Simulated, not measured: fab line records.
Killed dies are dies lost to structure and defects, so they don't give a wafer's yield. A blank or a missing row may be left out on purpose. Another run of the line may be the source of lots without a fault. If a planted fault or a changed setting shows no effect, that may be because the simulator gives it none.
fab line records | flow sky130
[record] lots = 6 | wafers = 18 | last-day = 50
route steps=708 shown SD_N@344 PAD_OPEN@708
lots that met no fault: taken from a fault-free run of the same line
start-h: the number of hours between the record's first day and the start of the first shown wafer of the lot | wait-h: how many hours have passed since the lot's step before this one | " as in the row above | L1.1+2: a row that stands for several wafers | - no value, or no start given | * or withheld: withheld | < > ~ a bound
route shown NAME@n: names a module that has steps shown in the file, with the first one's number in the route | usual: mean/standard deviation taken from wafers without a fault | same: alike in all rows | chamber/n: place in a boat | sites: the reading at each site | _std_site: the standard deviation of these | _edge_site: mean of outer sites minus mean of inner sites | radius-mm: how far each site lies from the wafer's centre | mask NAME#n: copy n | behind: the tool/chamber that last shaped the wafer | hold: cause of the lot's hold/its duration in hours/its outcome | device: names the non-switching transistor (n, p or np) | end of line: the route-end tests of the same wafers | for a step that has no rows: nothing shown but its recipe | killed: count of dies lost to structure and defects at first sort (not the wafer's yield) | map: a wafer's dies, marking killed ones x, the rest . and places with no die _
set.NAME: the setting the step ran with; set.NAME@STEP: the setting that earlier step ran with | model.NAME: the simulator's own value behind a step, which no gauge read
lots seen at some steps along the route; tables by step, rows by wafer
services: when a tool's chamber went out of use (start-h, in hours from the record's first day, below 0 if earlier), for how many hours, and the reason
[[steps]]
[step SKY_SD_N_COAT_02]
[recipe] resist = NOVOLAK | spin-rpm = 3000 | resist-thk-nm = 1140
[step SKY_SD_N_SOFTBAKE_03]
[recipe] temp-c = 90 | time-s = 60 | resist = NOVOLAK
[step SKY_SD_N_EXPOSE_04]
[recipe] mask-id = NSDM | na = 0.6 | source-shape = conventional | sigma-outer = 0.6 | polarization = unpolarized | target-cd-nm = 380 | dose-mj = 141
[step SKY_SD_N_PEB_05]
[recipe] temp-c = withheld | time-s = * | resist = NOVOLAK
[step SKY_SD_N_DEVELOP_06]
[recipe] resist = NOVOLAK | developer = TMAH | develop-time-s = 60 | dev-temp-c = 23
[step SKY_SD_N_CD_MEAS_07]
[recipe] target-cd-nm = 380
[usual] cd-nm = 380.7/2.1
lot.wafer | tool      | chamber | start-h | wait-h | cd-nm
L505.2    | cd-sem-01 | -       | 685.15  | 0.1    | 384.4
L505.3    | "         | -       | "       | "      | 384.8
L505.6    | "         | -       | "       | "      | 383.5
L508.4    | cd-sem-01 | -       | 702.21  | 0.1    | 382.5
L508.5    | "         | -       | "       | "      | 381.8
L508.6    | "         | -       | "       | "      | 382.4
L514.3    | cd-sem-01 | -       | 749.74  | 0.1    | 376.6
L514.4    | "         | -       | "       | "      | 378.4
L514.5    | "         | -       | "       | "      | 378.8
L515.1    | cd-sem-01 | -       | 754.70  | 0.1    | 377.4
L515.4    | "         | -       | "       | "      | 379.1
L515.6    | "         | -       | "       | "      | 379.3
L516.3    | cd-sem-02 | -       | 762.54  | 0.1    | 379.8
L516.4    | "         | -       | "       | "      | 380.7
L516.5    | "         | -       | "       | "      | 381.7
L523.2    | cd-sem-02 | -       | 812.82  | 0.1    | 379.3
L523.3    | "         | -       | "       | "      | 378.7
L523.6    | "         | -       | "       | "      | 379.5
[step SKY_SD_N_OVL_MEAS_08]
[usual] SD_N_OVL = 0.0/1.3
lot.wafer | tool       | chamber | start-h | wait-h | SD_N_OVL[nm]
L505.2    | overlay-01 | -       | 685.26  | 0.1    | 0.6
L505.3    | "          | -       | "       | "      | 1.9
L505.6    | "          | -       | "       | "      | -0.1
L508.4    | overlay-01 | -       | 702.29  | 0.1    | 1.0
L508.5    | "          | -       | "       | "      | 0.6
L508.6    | "          | -       | "       | "      | 1.3
L514.3    | overlay-01 | -       | 749.83  | 0.1    | 0.0
L514.4    | "          | -       | "       | "      | 0.3
L514.5    | "          | -       | "       | "      | 0.8
L515.1    | overlay-01 | -       | 754.82  | 0.1    | 4.2
L515.4    | "          | -       | "       | "      | 3.6
L515.6    | "          | -       | "       | "      | 0.4
L516.3    | overlay-02 | -       | 762.64  | 0.1    | -1.1
L516.4    | "          | -       | "       | "      | -1.6
L516.5    | "          | -       | "       | "      | 1.1
L523.2    | overlay-02 | -       | 812.93  | 0.1    | -0.8
L523.3    | "          | -       | "       | "      | -1.6
L523.6    | "          | -       | "       | "      | 1.3
[step SKY_SD_N_IMPLANT_09]
[recipe] species = As | energy-kev = 50.48 | dose-cm2 = 4e+15 | tilt-deg = 0
[step SKY_SD_N_IMPLANT_10]
[recipe] species = P | energy-kev = 20 | dose-cm2 = 1e+14 | tilt-deg = 0
[step SKY_SD_N_STRIP_11]
[recipe] chemistry = O2/N2 | power-w = 1400 | pressure-mtorr = 1500 | platen-temp-c = withheld | o2-flow-sccm = 3000 | n2-flow-sccm = 300 | overash-fraction = 0.5
[usual] drypump-motor-current-A = 5.6/0.56 | oes-product-au = 0.526/0.0046 | strip-time-to-endpoint-s = 22.62/0.041
lot.wafer | tool            | chamber | start-h | wait-h | drypump-motor-current-A | oes-product-au | rf-hours-counter-h | strip-time-to-endpoint-s
L505.2    | plasma-asher-02 | 0       | 685.59  | 0.1    | 5.5                     | 0.517          | 50                 | 22.63
L505.3    | "               | 0       | "       | "      | 5.5                     | 0.531          | -                  | 22.66
L505.6    | "               | 1       | "       | "      | 4.9                     | 0.520          | -                  | 22.62
L508.4    | plasma-asher-02 | 0       | 702.64  | 0.1    | 5.4                     | 0.524          | -                  | 22.56
L508.5    | "               | 0       | "       | "      | 5.5                     | 0.526          | -                  | 22.65
L508.6    | "               | 1       | "       | "      | 4.9                     | 0.519          | -                  | 22.58
L514.3    | plasma-asher-02 | 1       | 750.19  | 0.1    | 4.9                     | 0.525          | -                  | 22.57
L514.4    | "               | 0       | "       | "      | 5.5                     | 0.525          | -                  | 22.61
L514.5    | "               | 0       | "       | "      | 5.5                     | 0.531          | -                  | 22.59
L515.1    | plasma-asher-03 | 1       | 755.16  | 0.1    | 6.2                     | 0.528          | 37                 | 22.67
L515.4    | "               | 0       | "       | "      | 5.9                     | 0.534          | -                  | 22.65
L515.6    | "               | 1       | "       | "      | 6.2                     | 0.524          | -                  | 22.62
L516.3    | plasma-asher-03 | 0       | 762.99  | 0.1    | 5.9                     | 0.518          | -                  | 22.65
L516.4    | "               | 1       | "       | "      | 6.1                     | 0.533          | -                  | 22.66
L516.5    | "               | 0       | "       | "      | 5.9                     | 0.518          | -                  | 22.61
L523.2    | plasma-asher-02 | 1       | 813.26  | 0.1    | 4.8                     | 0.526          | 67                 | 22.64
L523.3    | "               | 1       | "       | "      | 4.8                     | 0.530          | -                  | 22.63
L523.6    | "               | 0       | "       | "      | 5.5                     | 0.527          | -                  | 22.67
[step SKY_SD_N_TW_MEAS_12]
[usual] SD_N_TW = 4014/38
lot.wafer | tool          | chamber | start-h | wait-h | SD_N_TW
L505.2    | film-metro-01 | -       | 685.70  | 0.1    | 4038
L505.3    | "             | -       | "       | "      | 4053
L505.6    | "             | -       | "       | "      | 4044
L508.4    | film-metro-01 | -       | 702.74  | 0.1    | 4058
L508.5    | "             | -       | "       | "      | 4051
L508.6    | "             | -       | "       | "      | 4048
L514.3    | film-metro-04 | -       | 750.28  | 0.1    | 4081
L514.4    | "             | -       | "       | "      | 4054
L514.5    | "             | -       | "       | "      | 4054
L515.1    | film-metro-02 | -       | 755.26  | 0.1    | 3983
L515.4    | "             | -       | "       | "      | 3987
L515.6    | "             | -       | "       | "      | 3942
L516.3    | film-metro-04 | -       | 763.08  | 0.1    | 4051
L516.4    | "             | -       | "       | "      | 4046
L516.5    | "             | -       | "       | "      | 4052
L523.2    | film-metro-01 | -       | 813.37  | 0.1    | 4035
L523.3    | "             | -       | "       | "      | 4017
L523.6    | "             | -       | "       | "      | 4038
[step SKY_SD_N_CLEAN_13]
[recipe] chemistry = SC1/SC2 | mix = 1:4:20 | temp-c = 70 | time-s = 150 | dry = n2-spin
[step SKY_SD_N_RTA_14]
[recipe] temp-c = 1075 | time-s = 2 | idle-temp-c = 650 | ramp-up-c-per-s = 150 | ramp-down-c-per-s = 90 | ambient = N2
[usual] lamp-power-pct = 15.74/0.053 | ramp-down-c-per-s = 90.001/0.017 | wafer_temp_C_max = 1078.0/1.4
lot.wafer | tool          | chamber | start-h | wait-h | lamp-power-pct | ramp-down-c-per-s | wafer_temp_C_max
L505.2    | rtp-anneal-02 | 0       | 685.81  | 0.0    | 15.68          | 90.000            | 1077.2
L505.3    | "             | 0       | "       | "      | 15.72          | 89.999            | 1080.4
L505.6    | "             | 0       | "       | "      | 15.69          | 90.006            | 1081.9
L508.4    | rtp-anneal-01 | 0       | 702.85  | 0.0    | 15.67          | 90.015            | 1078.4
L508.5    | "             | 0       | "       | "      | 15.69          | 89.988            | 1076.1
L508.6    | "             | 0       | "       | "      | 15.76          | 89.985            | 1079.6
L514.3    | rtp-anneal-01 | 0       | 750.39  | 0.0    | 15.74          | 36.017            | 1077.8
L514.4    | "             | 0       | "       | "      | 15.74          | 35.982            | 1077.1
L514.5    | "             | 0       | "       | "      | 15.73          | 36.001            | 1077.5
L515.1    | rtp-anneal-02 | 0       | 755.38  | 0.0    | 15.77          | 90.013            | 1079.5
L515.4    | "             | 0       | "       | "      | 15.69          | 90.013            | 1075.8
L515.6    | "             | 0       | "       | "      | 15.67          | 90.040            | 1077.3
L516.3    | rtp-anneal-01 | 0       | 763.19  | 0.0    | 15.76          | 35.988            | 1077.0
L516.4    | "             | 0       | "       | "      | 15.73          | 35.991            | 1078.0
L516.5    | "             | 0       | "       | "      | 15.82          | 35.981            | 1079.9
L523.2    | rtp-anneal-02 | 0       | 813.48  | 0.0    | 15.77          | 89.999            | 1077.5
L523.3    | "             | 0       | "       | "      | 15.74          | 89.983            | 1078.0
L523.6    | "             | 0       | "       | "      | 15.72          | 90.017            | 1077.5
[step SKY_PAD_OPEN_PROBE_99]
[usual] killed_at_M0_to_M3 = 44/7.8 | killed_at_M4_up = 2.9/1.7 | killed-at-contacts = 24/5.4 | killed-at-front-end = 15/4.5 | killed-at-other = 0.3/0.55 | killed-dies = 87/10 | killed-open = 48/7.4 | killed-short = 39/5.9
[same] gross-dies = 492 | killed-at-back-side = 0
lot.wafer | tool      | chamber | start-h | wait-h | killed_at_M0_to_M3 | killed_at_M4_up | killed-at-contacts | killed-at-front-end | killed-at-other | killed-dies | killed-open | killed-short | model.etest.res-xhigh-po.line-ohm-um | model.etest.res-xhigh-po.rs-ohm-sq | model.etest.pfet_01v8.r-on-ohm-um | model.etest.res-pdiff.line-ohm-um | model.etest.res-high-po.line-ohm-um | model.etest.licon-pdiff.rc-ohm | model.etest.licon-high-po.rc-ohm | model.etest.res-high-po.rs-ohm-sq
L505.2    | prober-02 | -       | 1100.56 | 0.1    | 56                 | 4               | 27                 | 14                  | 0               | 101         | 55          | 46           | 5366                                 | 1872                               | 2854                              | 1332                              | 720.9                               | 578.3                          | 331.5                            | 249.9
L505.3    | prober-02 | -       | 1100.61 | 0.2    | 55                 | 4               | 18                 | 17                  | 1               | 95          | 50          | 45           | 5521                                 | 1917                               | 2818                              | 1325                              | 722.7                               | 569.9                          | 342.2                            | 251.7
L505.6    | prober-02 | -       | 1100.76 | 0.2    | 60                 | 2               | 17                 | 14                  | 0               | 93          | 48          | 45           | 5310                                 | 1900                               | 2897                              | 1352                              | 717.6                               | 588.1                          | 334.5                            | 249.3
L508.4    | prober-01 | -       | 1119.04 | 0.2    | 37                 | 5               | 19                 | 20                  | 0               | 81          | 43          | 38           | 6016                                 | 2082                               | 2853                              | 1402                              | 760.9                               | 585                            | 357.8                            | 269.8
L508.5    | prober-01 | -       | 1119.09 | 0.2    | 26                 | 1               | 20                 | 11                  | 1               | 59          | 30          | 29           | 5804                                 | 2070                               | 2894                              | 1409                              | 768.5                               | 598.1                          | 358.1                            | 267.1
L508.6    | prober-01 | -       | 1119.14 | 0.2    | 47                 | 4               | 34                 | 13                  | 0               | 98          | 58          | 40           | 6047                                 | 2094                               | 2938                              | 1413                              | 770.9                               | 578.6                          | 349.7                            | 269.4
L514.3    | prober-02 | -       | 1148.95 | 0.2    | 37                 | 3               | 23                 | 12                  | 0               | 75          | 32          | 43           | 5148                                 | 1834                               | 2806                              | 1323                              | 711.7                               | 586.5                          | 319.1                            | 249.5
L514.4    | prober-02 | -       | 1149.00 | 0.2    | 44                 | 3               | 22                 | 13                  | 1               | 83          | 46          | 37           | 5279                                 | 1839                               | 2759                              | 1324                              | 707.1                               | 623.9                          | 338.6                            | 252.2
L514.5    | prober-02 | -       | 1149.05 | 0.2    | 37                 | 7               | 23                 | 7                   | 0               | 74          | 33          | 41           | 5376                                 | 1896                               | 2785                              | 1312                              | 711                                 | 636.6                          | 318.6                            | 252.6
L515.1    | prober-01 | -       | 1152.32 | 0.1    | 53                 | 0               | 16                 | 10                  | 0               | 79          | 45          | 34           | 5755                                 | 1994                               | 2899                              | 1357                              | 750                                 | 598.4                          | 359                              | 262.6
L515.4    | prober-01 | -       | 1152.47 | 0.2    | 51                 | 1               | 16                 | 10                  | 1               | 79          | 41          | 38           | 5712                                 | 1999                               | 2880                              | 1373                              | 760.4                               | 592.3                          | 348.6                            | 265
L515.6    | prober-01 | -       | 1152.57 | 0.2    | 54                 | 1               | 26                 | 19                  | 2               | 102         | 63          | 39           | 5707                                 | 1976                               | 2885                              | 1369                              | 744.8                               | 580.4                          | 337.4                            | 261.5
L516.3    | prober-01 | -       | 1160.18 | 0.2    | 42                 | 2               | 24                 | 18                  | 0               | 86          | 44          | 42           | 5125                                 | 1841                               | 2882                              | 1291                              | 720.3                               | 614.9                          | 325.1                            | 252.7
L516.4    | prober-01 | -       | 1160.23 | 0.2    | 58                 | 5               | 24                 | 10                  | 0               | 97          | 57          | 40           | 5191                                 | 1819                               | 2846                              | 1287                              | 706.3                               | 657.8                          | 324.5                            | 248.6
L516.5    | prober-01 | -       | 1160.28 | 0.2    | 43                 | 1               | 30                 | 14                  | 0               | 88          | 45          | 43           | 5145                                 | 1827                               | 2879                              | 1300                              | 710.6                               | 603                            | 318.3                            | 249.6
L523.2    | prober-02 | -       | 1192.57 | 0.1    | 46                 | 6               | 20                 | 10                  | 1               | 83          | 42          | 41           | 5892                                 | 2019                               | 2802                              | 1349                              | 763.4                               | 592.9                          | 349.8                            | 263.6
L523.3    | prober-02 | -       | 1192.62 | 0.2    | 32                 | 4               | 23                 | 15                  | 0               | 74          | 38          | 36           | 5801                                 | 2027                               | 2816                              | 1367                              | 762.1                               | 557                            | 335.5                            | 267.8
L523.6    | prober-02 | -       | 1192.77 | 0.2    | 66                 | 4               | 26                 | 13                  | 0               | 109         | 60          | 49           | 5827                                 | 2030                               | 2810                              | 1350                              | 765.3                               | 597.4                          | 359.9                            | 265.1
// killed by level:class
L505.2 VIA1:geometric-particle:open=14 LI_CONTACT:geometric-particle:open=13 VIA2:geometric-particle:open=9 VIA1:geometric-particle:short=7 CONTACT:geometric-particle:open=6 CONTACT:geometric-particle:short=6 METAL1:geometric-particle:short=6 METAL2:geometric-particle:short=5
L505.3 VIA1:geometric-particle:open=14 METAL1:geometric-particle:short=8 VIA3:geometric-particle:open=7 CONTACT:geometric-particle:open=7 LI_CONTACT:geometric-particle:open=5 VIA3:geometric-particle:short=5 FIELD_ISO:geometric-particle:short=4 VIA2:geometric-particle:short=4
L505.6 VIA1:geometric-particle:open=15 VIA3:geometric-particle:open=10 METAL2:geometric-particle:short=9 VIA1:geometric-particle:short=7 FIELD_ISO:geometric-particle:short=5 VIA2:geometric-particle:open=5 LOCAL_INTERCONNECT:geometric-particle:short=4 CONTACT:geometric-particle:open=4
L508.4 CONTACT:geometric-particle:open=9 VIA1:geometric-particle:open=7 FIELD_ISO:geometric-particle:open=6 LI_CONTACT:geometric-particle:open=6 METAL1:geometric-particle:short=6 FIELD_ISO:geometric-particle:short=4 METAL1:geometric-particle:open=4 VIA1:geometric-particle:short=4
L508.5 VIA1:geometric-particle:open=11 CONTACT:geometric-particle:open=7 CONTACT:geometric-particle:short=6 POLY_GATE:geometric-particle:short=4 FIELD_ISO:geometric-particle:open=3 LI_CONTACT:geometric-particle:open=3 VIA3:geometric-particle:short=3 FIELD_ISO:geometric-particle:short=2
L508.6 CONTACT:geometric-particle:open=15 VIA3:geometric-particle:open=9 LOCAL_INTERCONNECT:geometric-particle:short=7 CONTACT:geometric-particle:short=7 VIA2:geometric-particle:open=7 FIELD_ISO:geometric-particle:open=6 METAL1:geometric-particle:short=6 METAL2:geometric-particle:short=6
L514.3 VIA1:geometric-particle:open=8 LOCAL_INTERCONNECT:geometric-particle:short=7 VIA2:geometric-particle:short=7 METAL1:geometric-particle:short=6 CONTACT:geometric-particle:open=5 VIA2:geometric-particle:open=5 FIELD_ISO:geometric-particle:short=4 LI_CONTACT:geometric-particle:open=4
L514.4 CONTACT:geometric-particle:open=14 VIA2:geometric-particle:open=11 VIA1:geometric-particle:open=8 VIA2:geometric-particle:short=7 VIA3:geometric-particle:open=5 FIELD_ISO:geometric-particle:short=4 VIA1:geometric-particle:short=4 LI_CONTACT:geometric-particle:short=3
L514.5 VIA1:geometric-particle:open=12 VIA3:geometric-particle:open=6 CONTACT:geometric-particle:open=5 CONTACT:geometric-particle:short=5 METAL4:geometric-particle:short=5 LI_CONTACT:geometric-particle:short=4 LI_CONTACT:geometric-particle:open=4 METAL1:geometric-particle:short=4
L515.1 VIA1:geometric-particle:open=17 METAL1:geometric-particle:short=7 LI_CONTACT:geometric-particle:open=6 CONTACT:geometric-particle:open=6 VIA1:geometric-particle:short=6 METAL2:geometric-particle:short=6 VIA2:geometric-particle:open=5 FIELD_ISO:geometric-particle:short=3
L515.4 VIA1:geometric-particle:open=13 METAL1:geometric-particle:short=8 VIA2:geometric-particle:open=7 VIA1:geometric-particle:short=6 FIELD_ISO:geometric-particle:short=3 FIELD_ISO:geometric-particle:open=3 LI_CONTACT:geometric-particle:short=3 LI_CONTACT:geometric-particle:open=3
L515.6 VIA1:geometric-particle:open=13 CONTACT:geometric-particle:open=11 VIA3:geometric-particle:open=11 LI_CONTACT:geometric-particle:open=9 METAL1:geometric-particle:short=8 FIELD_ISO:geometric-particle:short=7 VIA1:geometric-particle:short=6 VIA2:geometric-particle:short=5
L516.3 LI_CONTACT:geometric-particle:open=12 VIA1:geometric-particle:short=7 VIA1:geometric-particle:open=7 VIA2:geometric-particle:open=7 METAL1:geometric-particle:short=6 VIA3:geometric-particle:open=6 FIELD_ISO:geometric-particle:short=5 POLY_GATE:geometric-particle:open=4
L516.4 VIA1:geometric-particle:open=14 VIA3:geometric-particle:open=9 LOCAL_INTERCONNECT:geometric-particle:short=7 VIA2:geometric-particle:open=7 VIA1:geometric-particle:short=6 FIELD_ISO:geometric-particle:open=5 LI_CONTACT:geometric-particle:open=5 CONTACT:geometric-particle:open=5
L516.5 CONTACT:geometric-particle:open=10 VIA2:geometric-particle:open=8 VIA1:geometric-particle:open=7 VIA3:geometric-particle:open=7 LI_CONTACT:geometric-particle:short=6 LI_CONTACT:geometric-particle:open=5 LOCAL_INTERCONNECT:geometric-particle:short=5 METAL2:geometric-particle:short=5
L523.2 VIA3:geometric-particle:open=9 METAL2:geometric-particle:short=8 VIA2:geometric-particle:open=8 LI_CONTACT:geometric-particle:open=7 CONTACT:geometric-particle:open=6 FIELD_ISO:geometric-particle:short=5 VIA1:geometric-particle:open=5 METAL4:geometric-particle:short=5
L523.3 VIA1:geometric-particle:open=7 LI_CONTACT:geometric-particle:open=6 VIA3:geometric-particle:open=6 CONTACT:geometric-particle:short=5 CONTACT:geometric-particle:open=5 FIELD_ISO:geometric-particle:short=4 FIELD_ISO:geometric-particle:open=3 POLY_GATE:geometric-particle:open=3
L523.6 VIA3:geometric-particle:open=15 VIA1:geometric-particle:open=11 METAL2:geometric-particle:short=10 CONTACT:geometric-particle:open=8 LI_CONTACT:geometric-particle:open=7 VIA2:geometric-particle:open=7 VIA3:geometric-particle:short=7 LOCAL_INTERCONNECT:geometric-particle:short=5
[[services]]
tool            | chamber | start-h | hours | kind
rtp-anneal-02   | -       | 676.32  | 4.6   | pm
plasma-asher-03 | -       | 783.51  | 4.3   | pm
plasma-asher-02 | -       | 784.06  | 0.3   | repair
plasma-asher-03 | -       | 796.02  | 35.5  | repair
plasma-asher-03 | -       | 798.37  | 3.5   | repair
[[key]]
[first-sign] step = SKY_SD_N_RTA_14 | reading = ramp-down-c-per-s | direction = down | sigmas = 99+ | usual = 90.001 | struck = 35.993
effect none on later readings
[model-effect] step = SKY_PAD_OPEN_PROBE_99 | value = etest.res-xhigh-po.line-ohm-um | without = 5745 | struck = 5211
met-at SKY_SD_N_RTA_14
struck-wafers L514.3,L514.4,L514.5,L516.3,L516.4,L516.5
tester-left-out L514,L516
onset-between 702.85 750.39
[fault] kind = process-parameter-drift | tool = rtp-anneal-01 | chamber = - | onset-h = 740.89 | steps = SKY_SD_N_RTA_14 | channel = ramp-down-c-per-s | offset = -54 | shape = step | end-h = 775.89 | acts-in = these-recipes-only | stated = 90
// tester-left-out: of these lots the tester's yield and bins aren't shown, on N5 and GAA mostly nor the transistor test; their killed dies are dies lost to structure and defects alone, not to doping, threshold or leakage, so they don't give the yield
